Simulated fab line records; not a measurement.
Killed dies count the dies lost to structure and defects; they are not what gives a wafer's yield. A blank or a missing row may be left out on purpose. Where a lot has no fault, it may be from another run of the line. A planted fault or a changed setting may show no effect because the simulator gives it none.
fab line records | flow sky130
record: lots: 7 wafers: 21 lastDay: 49
route steps=708 shown FIELD_ISO@21 NWELL@32 DNWELL@35 PWDE@45 PAD_OPEN@708
lots that met no fault: taken from a fault-free run of the same line
startH: start of the lot's first displayed wafer, in hours after the record's first day | waitH: time in hours since the lot's previous step | " as in the row above | L1.1+2: a single row standing in for several wafers | - either no value or no given start | * or withheld: withheld | < > ~ a bound
route shown NAME@n: a module of which the file shows steps, and the number in the route of the first | usual: average and standard deviation across the fault-free wafers | same: alike in all rows | chamber/n: place in a boat | sites: the reading at each site | _std_site: how widely they spread, as a standard deviation | _edge_site: inner sites' mean taken away from outer sites' mean | radiusMm: for every site, how far away it sits from the centre of the wafer | mask NAME#n: copy n | behind: tool/chamber where the wafer was last shaped | hold: cause of the lot's hold/its duration in hours/its outcome | device: which transistor (n, p or np) failed to switch | end of line: tests of these same wafers at the route's end | a step given without rows: its recipe and nothing more | killed: dies that structure and defects cost at the first sort, which is not the same as the wafer's yield | map: per-die view of a wafer (x killed, . not killed, _ where there is no die)
set.NAME: the setting as run; set.NAME@STEP: as run at that earlier step | model.NAME: the simulator's own value behind a step, which no gauge read
lots seen at some steps along the route; tables by step, rows by wafer
services: a tool's chamber out of use, with start hour (startH, from the record's first day; less than 0 if before it), hours out, and reason
== steps ==
step: SKY_FIELD_ISO_CLEAN_20
recipe: chemistry: dHF timeS: 20 dilution: 100:1
step: SKY_FIELD_ISO_WET_ETCH_21
recipe: chemistry: dHF dilution: 100:1 targetDepthNm: 20 dry: ipaMarangoni target: SiO2 tempC: 25 timeS: 400
step: SKY_FIELD_ISO_OXIDATION_22
recipe: tempC: 950 ambient: O2 stabiliseS: 600 purgeS: 300 targetThkA: 100 oxTimeS: 623
step: SKY_FIELD_ISO_THK_MEAS_23
recipe: reads: SiO2_of_FIELD_ISO_OXIDATION_22
usual: FIELD_ISO_OXIDATION_01_THK: 9.89/0.18
columns lot.wafer tool chamber startH waitH FIELD_ISO_OXIDATION_01_THK[nm]
L219.1 filmMetro-03 - 56.98 0.0 9.98
L219.4 " - " " 9.78
L219.6 " - " " 9.78
L220.1 filmMetro-04 - 65.17 0.0 9.72
L220.2 " - " " 9.73
L220.6 " - " " 9.67
L221.1 filmMetro-03 - 69.18 0.0 9.80
L221.3 " - " " 9.84
L221.6 " - " " 9.86
L224.2 filmMetro-02 - 84.60 0.0 10.00
L224.3 " - " " 10.08
L224.5 " - " " 10.08
L232.1 filmMetro-03 - 123.63 0.0 10.16
L232.2 " - " " 10.18
L232.5 " - " " 9.97
L233.2 filmMetro-04 - 131.91 0.0 9.93
L233.3 " - " " 9.87
L233.6 " - " " 10.14
L234.1 filmMetro-03 - 137.06 0.0 9.58
L234.2 " - " " 9.58
L234.4 " - " " 9.93
step: SKY_FIELD_ISO_CVD_24
recipe: material: SiO2 targetThkNm: 595 tempC: 650 sigmaOpenFrac: 0.3 timeS: 99.2 sih4FlowSccm: 60 pressureMtorr: 6
step: SKY_FIELD_ISO_THK_MEAS_25
recipe: reads: SiO2_of_FIELD_ISO_CVD_24
usual: FIELD_ISO_CVD_24_THK: 593/5.2
columns lot.wafer tool chamber startH waitH FIELD_ISO_CVD_24_THK[nm]
L219.1 filmMetro-04 - 57.11 0.0 595
L219.4 " - " " 589
L219.6 " - " " 594
L220.1 filmMetro-04 - 65.30 0.0 584
L220.2 " - " " 585
L220.6 " - " " 590
L221.1 filmMetro-03 - 69.31 0.0 591
L221.3 " - " " 599
L221.6 " - " " 593
L224.2 filmMetro-03 - 84.73 0.0 592
L224.3 " - " " 598
L224.5 " - " " 601
L232.1 filmMetro-02 - 123.76 0.0 585
L232.2 " - " " 591
L232.5 " - " " 581
L233.2 filmMetro-03 - 132.04 0.0 586
L233.3 " - " " 594
L233.6 " - " " 590
L234.1 filmMetro-03 - 137.19 0.0 592
L234.2 " - " " 598
L234.4 " - " " 597
step: SKY_FIELD_ISO_ANNEAL_26
recipe: tempC: 1000 timeS: 1800 ambient: N2
step: SKY_FIELD_ISO_CMP_27
recipe: stopOn: Si3N4 tOverpolishS: 16 downForcePsi: 4 platenRpm: 60 targetThkNm: 457.8 padVelocityMS: 0.94248
usual: edgeZonePressureFrac: 1.000/0.0047 motorCurrentA: 11.9/1.4 overpolishRunS: 16.000/0.0093 timeToEndpointS: 111/4.4
columns lot.wafer tool chamber startH waitH edgeZonePressureFrac motorCurrentA overpolishRunS timeToEndpointS
L219.1 cmp-02 1 59.83 0.0 0.995 14.3 16.001 116
L219.4 " 0 " " 1.002 10.9 16.005 113
L219.6 " 2 " " 0.998 12.2 15.985 118
L220.1 cmp-02 1 70.73 0.1 1.000 14.1 16.019 112
L220.2 " 3 " " 1.005 10.6 15.996 112
L220.6 " 0 " " 0.996 11.4 16.000 111
L221.3 cmp-01 0 72.17 0.0 0.998 12.6 15.987 109
L221.1 " 2 " " 1.001 9.9 15.989 109
L221.6 " 1 " " 1.001 12.4 16.013 113
L224.2 cmp-02 1 86.38 0.1 0.991 14.8 15.987 110
L224.3 " 2 " " 1.003 12.3 16.008 115
L224.5 " 3 " " 1.002 11.0 16.000 119
L232.2 cmp-01 1 125.37 0.1 1.000 12.1 16.000 110
L232.1 " 2 " " 0.990 10.0 15.995 107
L232.5 " 0 " " 0.997 12.9 16.009 107
L233.3 cmp-01 1 133.59 0.0 1.005 11.5 16.023 109
L233.2 " 0 " " 0.998 12.3 16.002 102
L233.6 " 1 " " 1.004 12.1 16.000 107
L234.1 cmp-01 1 138.75 0.0 1.005 11.5 15.993 117
L234.4 " 2 " " 1.002 10.3 15.998 111
L234.2 " 3 " " 0.998 13.0 16.001 119
step: SKY_FIELD_ISO_WET_ETCH_28
recipe: chemistry: dHF targetDepthNm: 23.7 target: SiO2 dilution: 10:1 tempC: 25 timeS: 48.49
step: SKY_FIELD_ISO_WET_ETCH_29
recipe: chemistry: H3PO4 targetDepthNm: 160 target: Si3N4 tempC: 160 timeS: 1825
step: SKY_FIELD_ISO_WET_ETCH_30
recipe: chemistry: dHF targetDepthNm: 25 target: SiO2 dilution: 10:1 tempC: 25 timeS: 50
step: SKY_NWELL_CLEAN_00
recipe: chemistry: SC1/SC2 mix: 1:4:20 tempC: 70 timeS: 150 dry: n2Spin
step: SKY_NWELL_OXIDATION_01
recipe: tempC: 900 ambient: O2 stabiliseS: 600 purgeS: 300 targetThkA: 100 oxTimeS: 1418
columns lot.wafer tool chamber startH waitH
L219.1+4+6 furnace-02 0 65.17 4.4
L220.1+2+6 furnace-02 0 73.35 1.6
L221.1+3+6 furnace-02 0 73.35 0.3
L224.2+3+5 furnace-01 0 87.21 0.0
L232.1+2+5 furnace-02 0 127.84 1.6
L233.2+3+6 furnace-02 0 134.50 0.0
L234.1+2+4 furnace-02 0 140.15 0.5
step: SKY_NWELL_THK_MEAS_02
recipe: reads: SiO2_of_NWELL_OXIDATION_01
usual: NWELL_OXIDATION_THK: 9.85/0.2
columns lot.wafer tool chamber startH waitH NWELL_OXIDATION_THK[nm]
L219.1 filmMetro-02 - 66.56 0.0 10.02
L219.4 " - " " 10.16
L219.6 " - " " 10.01
L220.1 filmMetro-02 - 74.74 0.0 9.58
L220.2 " - " " 9.44
L220.6 " - " " 9.56
L221.1 filmMetro-03 - 74.74 0.0 9.97
L221.3 " - " " 10.05
L221.6 " - " " 9.70
L224.2 filmMetro-01 - 88.61 0.0 9.83
L224.3 " - " " 9.66
L224.5 " - " " 9.98
L232.1 filmMetro-02 - 129.23 0.0 9.71
L232.2 " - " " 9.70
L232.5 " - " " 9.67
L233.2 filmMetro-03 - 135.90 0.0 9.91
L233.3 " - " " 9.90
L233.6 " - " " 9.61
L234.1 filmMetro-03 - 141.54 0.0 9.72
L234.2 " - " " 9.89
L234.4 " - " " 9.79
step: SKY_DNWELL_DEHYDRATE_00
recipe: tempC: 200 timeS: 60
step: SKY_DNWELL_HMDS_01
recipe: primeTimeS: 60 primeTempC: 120
step: SKY_DNWELL_COAT_02
recipe: spinRpm: 2000 resistThkNm: 3000
step: SKY_DNWELL_SOFTBAKE_03
recipe: tempC: 110 timeS: withheld
step: SKY_DNWELL_EXPOSE_04
recipe: maskId: DNM na: 0.57 targetCdNm: 3000 doseMj: 222
step: SKY_DNWELL_PEB_05
recipe: tempC: 115 timeS: withheld
step: SKY_DNWELL_DEVELOP_06
recipe: wallAngleDeg: 90 developer: TMAH developTimeS: 60 devTempC: 23
step: SKY_DNWELL_IMPLANT_07
recipe: species: P energyKev: withheld doseCm2: withheld tiltDeg: withheld
step: SKY_DNWELL_STRIP_08
recipe: chemistry: O2/N2 powerW: 1400 pressureMtorr: 1500 platenTempC: withheld o2FlowSccm: 3000 n2FlowSccm: 300 overashFraction: 0.5
usual: drypumpMotorCurrentA: 6.00/0.29 oesProductAu: 0.723/0.0046 stripTimeToEndpointS: 36.94/0.12
columns lot.wafer tool chamber startH waitH drypumpMotorCurrentA oesProductAu rfHoursCounterH stripTimeToEndpointS
L219.1 plasmaAsher-02 1 83.02 0.1 5.53 0.721 37 37.04
L219.4 " 1 " " 5.53 0.720 - 37.13
L219.6 " 0 " " 6.38 0.725 - 37.14
L220.1 plasmaAsher-03 1 92.07 0.1 5.85 0.719 38 36.84
L220.2 " 0 " " 6.17 0.726 38 36.80
L220.6 " 1 " " 5.94 0.718 - 36.84
L221.1 plasmaAsher-02 1 92.11 0.1 5.52 0.722 38 36.94
L221.3 " 1 " " 5.53 0.727 - 37.04
L221.6 " 0 " " 6.38 0.723 - 37.00
L224.2 plasmaAsher-02 1 106.31 0.1 5.53 0.729 40 37.04
L224.3 " 0 " " 6.38 0.721 - 37.10
L224.5 " 0 " " 6.38 0.721 - 37.18
L232.1 plasmaAsher-04 0 148.89 0.1 6.09 0.728 34 37.04
L232.2 " 1 " " 6.00 0.721 34 37.13
L232.5 " 0 " " 6.06 0.726 - 36.96
L233.2 plasmaAsher-02 1 155.61 0.2 5.52 0.723 46 36.87
L233.3 " 0 " " 6.35 0.711 - 36.87
L233.6 " 1 " " 5.51 0.728 - 36.82
L234.1 plasmaAsher-03 1 159.82 0.1 5.93 0.720 1 37.02
L234.2 " 0 " " 6.17 0.721 1 36.84
L234.4 " 0 " " 6.15 0.725 - 36.97
step: SKY_DNWELL_TW_MEAS_09
usual: DNWELL_TW: 1123/12
columns lot.wafer tool chamber startH waitH DNWELL_TW
L219.1 filmMetro-03 - 83.12 0.1 1118
L219.4 " - " " 1119
L219.6 " - " " 1116
L220.1 filmMetro-01 - 92.17 0.1 1141
L220.2 " - " " 1142
L220.6 " - " " 1137
L221.1 filmMetro-03 - 92.21 0.1 1120
L221.3 " - " " 1123
L221.6 " - " " 1126
L224.2 filmMetro-01 - 106.42 0.1 1138
L224.3 " - " " 1134
L224.5 " - " " 1140
L232.1 filmMetro-03 - 148.99 0.1 1116
L232.2 " - " " 1109
L232.5 " - " " 1116
L233.2 filmMetro-02 - 155.72 0.1 1124
L233.3 " - " " 1120
L233.6 " - " " 1121
L234.1 filmMetro-01 - 159.92 0.1 1147
L234.2 " - " " 1148
L234.4 " - " " 1145
step: SKY_PWDE_DEHYDRATE_00
recipe: tempC: 200 timeS: 60
step: SKY_PWDE_HMDS_01
recipe: primeTimeS: 60 primeTempC: 120
step: SKY_PWDE_COAT_02
recipe: spinRpm: 1972 resistThkNm: 3000
step: SKY_PWDE_SOFTBAKE_03
recipe: tempC: 110 timeS: withheld
step: SKY_PWDE_EXPOSE_04
recipe: maskId: PWDEM na: 0.6 sourceShape: conventional sigmaOuter: 0.6 polarization: unpolarized targetCdNm: 840 doseMj: 214
step: SKY_PWDE_PEB_05
recipe: tempC: 115 timeS: withheld
step: SKY_PWDE_DEVELOP_06
recipe: wallAngleDeg: 90 developer: TMAH developTimeS: 60 devTempC: 23
step: SKY_PWDE_OVL_MEAS_07
usual: PWDE_OVL: -0.5/1.2
columns lot.wafer tool chamber startH waitH PWDE_OVL[nm]
L219.1 overlay-02 - 100.91 - -2.1
L219.4 " - " " -1.5
L219.6 " - " " -2.1
L220.1 overlay-02 - 109.82 - 2.5
L220.2 " - " " 3.0
L220.6 " - " " 0.8
L221.1 overlay-01 - 109.82 - 1.0
L221.3 " - " " -1.1
L221.6 " - " " 0.2
L224.2 overlay-02 - 124.12 - 0.6
L224.3 " - " " -3.0
L224.5 " - " " 0.7
L232.1 overlay-02 - 168.47 - -0.9
L232.2 " - " " -1.7
L232.5 " - " " -2.2
L233.2 overlay-02 - 175.62 - 0.1
L233.3 " - " " -0.3
L233.6 " - " " -0.7
L234.1 overlay-01 - 180.77 - 0.2
L234.2 " - " " 0.5
L234.4 " - " " 1.1
step: SKY_PWDE_IMPLANT_08
recipe: species: B energyKev: 150 doseCm2: 3.6e+12 tiltDeg: withheld
step: SKY_PWDE_STRIP_09
recipe: chemistry: O2/N2 powerW: 1400 pressureMtorr: 1500 platenTempC: withheld o2FlowSccm: 3000 n2FlowSccm: 300 overashFraction: 0.5
usual: drypumpMotorCurrentA: 5.91/0.16 oesProductAu: 0.723/0.0043 stripTimeToEndpointS: 37.16/0.11
columns lot.wafer tool chamber startH waitH drypumpMotorCurrentA oesProductAu rfHoursCounterH stripTimeToEndpointS
L219.1 plasmaAsher-01 1 101.10 0.1 5.74 0.725 45 37.02
L219.4 " 0 " " 5.68 0.723 - 37.12
L219.6 " 1 " " 5.76 0.734 - 37.01
L220.1 plasmaAsher-01 1 110.00 0.1 5.74 0.726 46 37.31
L220.2 " 0 " " 5.70 0.726 46 37.33
L220.6 " 1 " " 5.74 0.713 - 37.23
L221.1 plasmaAsher-01 1 110.10 0.2 5.76 0.721 46 37.08
L221.3 " 0 " " 5.73 0.721 - 37.13
L221.6 " 1 " " 5.75 0.721 - 37.10
L224.2 plasmaAsher-01 0 124.30 0.1 5.72 0.724 48 37.28
L224.3 " 0 " " 5.72 0.720 - 37.25
L224.5 " 1 " " 5.76 0.719 - 37.18
L232.1 plasmaAsher-03 0 168.65 0.1 6.14 0.718 2 37.18
L232.2 " 1 " " 5.97 0.722 2 37.18
L232.5 " 1 " " 5.98 0.719 - 37.24
L233.2 plasmaAsher-04 0 175.80 0.1 6.04 0.728 37 37.10
L233.3 " 1 " " 5.99 0.715 - 37.17
L233.6 " 1 " " 5.99 0.729 - 37.07
L234.1 plasmaAsher-04 0 180.95 0.1 6.07 0.719 37 37.23
L234.2 " 1 " " 5.99 0.724 37 37.24
L234.4 " 1 " " 5.99 0.723 - 37.23
step: SKY_PWDE_TW_MEAS_10
usual: PWDE_TW: 378/4.2
columns lot.wafer tool chamber startH waitH PWDE_TW
L219.1 filmMetro-01 - 101.20 0.1 382
L219.4 " - " " 381
L219.6 " - " " 379
L220.1 filmMetro-02 - 110.10 0.1 374
L220.2 " - " " 375
L220.6 " - " " 375
L221.1 filmMetro-03 - 110.20 0.1 373
L221.3 " - " " 375
L221.6 " - " " 372
L224.2 filmMetro-02 - 124.41 0.1 377
L224.3 " - " " 378
L224.5 " - " " 375
L232.1 filmMetro-01 - 168.75 0.1 381
L232.2 " - " " 385
L232.5 " - " " 384
L233.2 filmMetro-03 - 175.91 0.1 375
L233.3 " - " " 376
L233.6 " - " " 375
L234.1 filmMetro-02 - 181.05 0.1 374
L234.2 " - " " 374
L234.4 " - " " 375
step: SKY_NWELL_DEHYDRATE_03
recipe: tempC: 200 timeS: 60
step: SKY_NWELL_HMDS_04
recipe: primeTimeS: 60 primeTempC: 120
step: SKY_NWELL_COAT_05
recipe: spinRpm: 2000 resistThkNm: 3000
step: SKY_NWELL_SOFTBAKE_06
recipe: tempC: 110 timeS: withheld
step: SKY_NWELL_EXPOSE_07
recipe: maskId: NWM na: 0.6 sourceShape: conventional sigmaOuter: 0.6 polarization: unpolarized targetCdNm: 840 doseMj: 255
step: SKY_NWELL_PEB_08
recipe: tempC: 115 timeS: withheld
step: SKY_NWELL_DEVELOP_09
recipe: wallAngleDeg: 90 developer: TMAH developTimeS: 60 devTempC: 23
step: SKY_PAD_OPEN_PROBE_99
usual: killed_at_M0_to_M3: 43/7.6 killed_at_M4_up: 2.8/1.9 killedAtContacts: 24/4.7 killedAtFrontEnd: 16/4.4 killedAtOther: 0.2/0.4 killedDies: 86/9.9 killedOnRim: 17/3.9 killedOpen: 47/8.2 killedShort: 39/6.3
same: grossDies: 492 killedAtBackSide: 0
columns lot.wafer tool chamber startH waitH killed_at_M0_to_M3 killed_at_M4_up killedAtContacts killedAtFrontEnd killedAtOther killedDies killedOnRim killedOpen killedShort
L219.1 prober-02 - 1116.21 0.1 41 1 29 23 0 94 14 58 36
L219.4 prober-02 - 1116.36 0.2 54 0 26 17 0 97 21 52 45
L219.6 prober-02 - 1116.46 0.2 53 3 23 9 0 88 13 39 49
L221.1 prober-01 - 1118.35 0.1 61 5 30 14 0 110 24 63 47
L221.3 prober-01 - 1118.45 0.2 57 1 18 18 0 94 20 58 36
L221.6 prober-01 - 1118.60 0.2 43 5 20 16 0 84 17 42 42
L224.2 prober-01 - 1137.23 0.1 46 1 23 29 1 100 17 56 44
L224.3 prober-01 - 1137.28 0.2 38 3 26 11 1 79 14 43 36
L224.5 prober-01 - 1137.38 0.2 34 7 25 11 1 78 11 54 24
L232.1 prober-01 - 1174.54 0.1 39 1 16 113 0 169 33 38 37
L232.2 prober-01 - 1174.59 0.1 36 4 19 103 0 162 29 37 36
L232.5 prober-01 - 1174.74 0.2 45 1 21 93 0 160 32 53 30
L233.2 prober-02 - 1179.35 0.1 52 2 16 112 0 182 38 54 27
L233.3 prober-02 - 1179.40 0.2 35 3 20 105 1 164 39 33 42
L233.6 prober-02 - 1179.55 0.2 39 1 18 105 0 163 25 41 32
L234.1 prober-01 - 1181.66 0.1 38 4 28 89 0 159 34 43 35
L234.2 prober-01 - 1181.71 0.1 29 3 17 97 0 146 27 33 34
L234.4 prober-01 - 1181.81 0.2 39 2 23 93 1 158 25 48 30
killed by level:class
L219.1 LI_CONTACT:geometricParticle:open=11 VIA1:geometricParticle:open=11 FIELD_ISO:geometricParticle:open=8 CONTACT:geometricParticle:open=8 VIA2:geometricParticle:open=7 METAL2:geometricParticle:short=5 VIA3:geometricParticle:open=5 FIELD_ISO:geometricParticle:short=4
L219.4 VIA1:geometricParticle:open=13 CONTACT:geometricParticle:open=13 VIA3:geometricParticle:open=10 METAL1:geometricParticle:short=9 VIA1:geometricParticle:short=7 LI_CONTACT:geometricParticle:open=6 FIELD_ISO:geometricParticle:short=5 METAL2:geometricParticle:short=5
L219.6 VIA1:geometricParticle:open=17 METAL2:geometricParticle:short=9 LI_CONTACT:geometricParticle:short=7 METAL1:geometricParticle:short=7 VIA1:geometricParticle:short=6 CONTACT:geometricParticle:open=5 VIA3:geometricParticle:short=5 LI_CONTACT:geometricParticle:open=5
L221.1 CONTACT:geometricParticle:open=13 VIA1:geometricParticle:open=13 VIA3:geometricParticle:open=13 VIA1:geometricParticle:short=8 LI_CONTACT:geometricParticle:open=7 VIA2:geometricParticle:open=6 METAL2:geometricParticle:short=5 CONTACT:geometricParticle:short=5
L221.3 VIA1:geometricParticle:open=14 CONTACT:geometricParticle:open=8 METAL1:geometricParticle:short=7 VIA2:geometricParticle:open=7 METAL2:geometricParticle:short=6 POLY_GATE:geometricParticle:open=6 VIA3:geometricParticle:open=6 FIELD_ISO:geometricParticle:open=5
L221.6 VIA1:geometricParticle:open=9 VIA2:geometricParticle:open=9 VIA3:geometricParticle:open=5 POLY_GATE:geometricParticle:open=5 LOCAL_INTERCONNECT:geometricParticle:short=5 METAL1:geometricParticle:short=5 METAL4:geometricParticle:short=5 FIELD_ISO:geometricParticle:short=4
L224.2 VIA1:geometricParticle:open=12 CONTACT:geometricParticle:open=9 FIELD_ISO:geometricParticle:short=8 VIA2:geometricParticle:open=8 POLY_GATE:geometricParticle:open=6 POLY_GATE:geometricParticle:short=6 LOCAL_INTERCONNECT:geometricParticle:short=5 LI_CONTACT:geometricParticle:open=5
L224.3 CONTACT:geometricParticle:open=10 LI_CONTACT:geometricParticle:open=8 VIA1:geometricParticle:open=7 METAL1:geometricParticle:short=6 VIA1:geometricParticle:short=5 VIA2:geometricParticle:open=4 VIA3:geometricParticle:short=4 LOCAL_INTERCONNECT:geometricParticle:short=3
L224.5 LI_CONTACT:geometricParticle:open=10 VIA1:geometricParticle:open=10 VIA2:geometricParticle:open=8 CONTACT:geometricParticle:open=8 VIA3:geometricParticle:open=7 VIA1:geometricParticle:short=5 FIELD_ISO:geometricParticle:open=4 CONTACT:geometricParticle:short=4
L232.1 NWELL:unspecified=94 CONTACT:geometricParticle:open=9 VIA3:geometricParticle:open=7 POLY_GATE:geometricParticle:short=6 METAL2:geometricParticle:short=6 METAL1:geometricParticle:short=5 VIA1:geometricParticle:open=5 VIA2:geometricParticle:open=5
L232.2 NWELL:unspecified=89 VIA3:geometricParticle:open=8 CONTACT:geometricParticle:open=7 VIA1:geometricParticle:open=7 CONTACT:geometricParticle:short=6 FIELD_ISO:geometricParticle:open=4 FIELD_ISO:geometricParticle:short=4 POLY_GATE:geometricParticle:open=4
L232.5 NWELL:unspecified=77 VIA1:geometricParticle:open=11 CONTACT:geometricParticle:open=10 VIA3:geometricParticle:open=10 LI_CONTACT:geometricParticle:open=8 METAL2:geometricParticle:short=5 VIA1:geometricParticle:short=5 VIA2:geometricParticle:open=4
L233.2 NWELL:unspecified=101 VIA1:geometricParticle:open=12 VIA2:geometricParticle:open=9 CONTACT:geometricParticle:open=8 VIA3:geometricParticle:open=8 POLY_GATE:geometricParticle:open=5 METAL2:geometricParticle:short=5 VIA1:geometricParticle:short=4
L233.3 NWELL:unspecified=89 CONTACT:geometricParticle:open=7 CONTACT:geometricParticle:short=7 VIA1:geometricParticle:open=7 VIA2:geometricParticle:open=6 FIELD_ISO:geometricParticle:short=5 POLY_GATE:geometricParticle:short=5 VIA1:geometricParticle:short=5
L233.6 NWELL:unspecified=90 VIA1:geometricParticle:open=11 FIELD_ISO:geometricParticle:open=6 VIA1:geometricParticle:short=6 VIA2:geometricParticle:open=6 VIA3:geometricParticle:open=6 LOCAL_INTERCONNECT:geometricParticle:short=5 CONTACT:geometricParticle:open=5
L234.1 NWELL:unspecified=81 CONTACT:geometricParticle:open=14 VIA1:geometricParticle:open=8 METAL1:geometricParticle:short=7 CONTACT:geometricParticle:short=6 VIA2:geometricParticle:short=6 METAL3:geometricParticle:short=5 VIA3:geometricParticle:open=5
L234.2 NWELL:unspecified=79 CONTACT:geometricParticle:open=7 VIA1:geometricParticle:open=7 FIELD_ISO:geometricParticle:open=5 POLY_GATE:geometricParticle:short=5 FIELD_ISO:geometricParticle:short=4 LI_CONTACT:geometricParticle:open=4 METAL2:geometricParticle:short=4
L234.4 NWELL:unspecified=80 VIA1:geometricParticle:open=14 LI_CONTACT:geometricParticle:open=7 CONTACT:geometricParticle:open=6 VIA2:geometricParticle:open=6 VIA1:geometricParticle:short=5 POLY_GATE:geometricParticle:open=5 LOCAL_INTERCONNECT:geometricParticle:short=5
map L232.1 (x killed, . not)
__________.x......xx_________
________.x.....x.x.xx._______
______.xxxx..x..xxxxxx.._____
_____...x.xx..........xx.____
____.......xx...x.xx...xxx___
___xx...x...xxx..x...x.....__
__.x.......xx....xxx..x.xx.x_
_........x........x.x.....x..
_.x.xx..x.x...x.x..xx...xx...
_....xx.....xx.x...x.......xx
_x...x....x...xx.....x.xx.xx.
_x.x...xxx.......x..xx..xxxx.
_x..x.x....xxx..x..x.xxx..xxx
_xxx.x..x..x.x..xxx.x.x....xx
_xx..xx...xx.xx.x..........x.
__.x.xx..x..x.x..x........x._
___x.x.xxx.x....xx.........__
____.......x..x...x.xxx.x.___
_____...x......x.xxx.....____
______......xxx.x......._____
________x.........x..._______
__________...x..x..._________
map L233.2 (x killed, . not)
__________.x.xx....._________
________xxx..xxx.x..x._______
______x..x............x._____
_____x...x.x.x.xx...xx...____
____x.......x...x....xxx.x___
___..x.xx..x......x..x..x..__
__x..xxx.....xxx.x..xx.x...._
_...xx..xx..x.x.x....xx.x.xx.
_...x.x.x.x.xx..xxx...x..xx..
_.x..xx.....xxx...xxxxxx...xx
_........xx.xx...x.....xx...x
_......x....x.....x..xxx.x...
_x.x.xx...xx..xxx.x.x.....x..
_.......xxx.xx.x..x...xxx....
_..xx......x..x...x...x...xx.
__.....x..x....x......xx.xx._
___x....x...xx..xxx.x..x...__
____x.....x.xx..x.xx...x..___
_____x...x........x....xx____
______.x..xxx..x.x.xx..._____
________x.x.....xx.xxx_______
__________xx.xxx.xxx_________
== services ==
columns tool chamber startH hours kind
plasmaAsher-02 - 55.25 14.6 pm
cmp-01 - 64.00 4.0 pm
cmp-01 - 68.00 - consumableReplace:conditioner
cmp-01 - 68.00 - consumableReplace:pad
plasmaAsher-04 - 87.45 26.7 repair
plasmaAsher-04 - 102.64 3.3 repair
furnace-02 - 105.57 2.8 pm
plasmaAsher-03 - 108.75 9.0 pm
plasmaAsher-03 0 108.75 9.0 ventCycle
plasmaAsher-03 1 108.75 9.0 ventCycle
plasmaAsher-03 0 117.75 - clean
plasmaAsher-03 1 117.75 - clean
cmp-01 - 120.72 0.2 repair
plasmaAsher-03 - 129.83 25.0 pm
cmp-02 - 137.42 1.8 repair
plasmaAsher-02 - 141.49 2.5 repair
cmp-02 - 143.96 2.6 repair
furnace-02 - 152.70 3.8 pm
cmp-02 - 154.86 2.4 repair
furnace-01 - 157.78 15.3 pm
cmp-02 - 158.16 0.6 repair
cmp-02 - 178.64 4.9 pm
== key ==
firstSign: step: SKY_PAD_OPEN_PROBE_99 reading: killedAtFrontEnd direction: up sigmas: 19 usual: 16 struck: 101
effect: step: SKY_PAD_OPEN_PROBE_99 reading: killedDies direction: up sigmas: 7.8 usual: 86 struck: 163
metAt SKY_NWELL_OXIDATION_01
struckWafers L232.1,L232.2,L232.5,L233.2,L233.3,L233.6,L234.1,L234.2,L234.4
testerLeftOut L232,L233,L234
onsetBetween 73.35 127.84
alsoFits time
fault: kind: chamberParticleSource tool: furnace-02 chamber: - onsetH: 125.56 steps: SKY_NWELL_OXIDATION_01 ratePerVisitCm2: 0.40203 endH: 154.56
testerLeftOut: of these lots the tester's yield and bins aren't shown, on N5 and GAA mostly nor the transistor test; their killed dies are dies lost to structure and defects alone, not to doping, threshold or leakage, so they don't give the yield
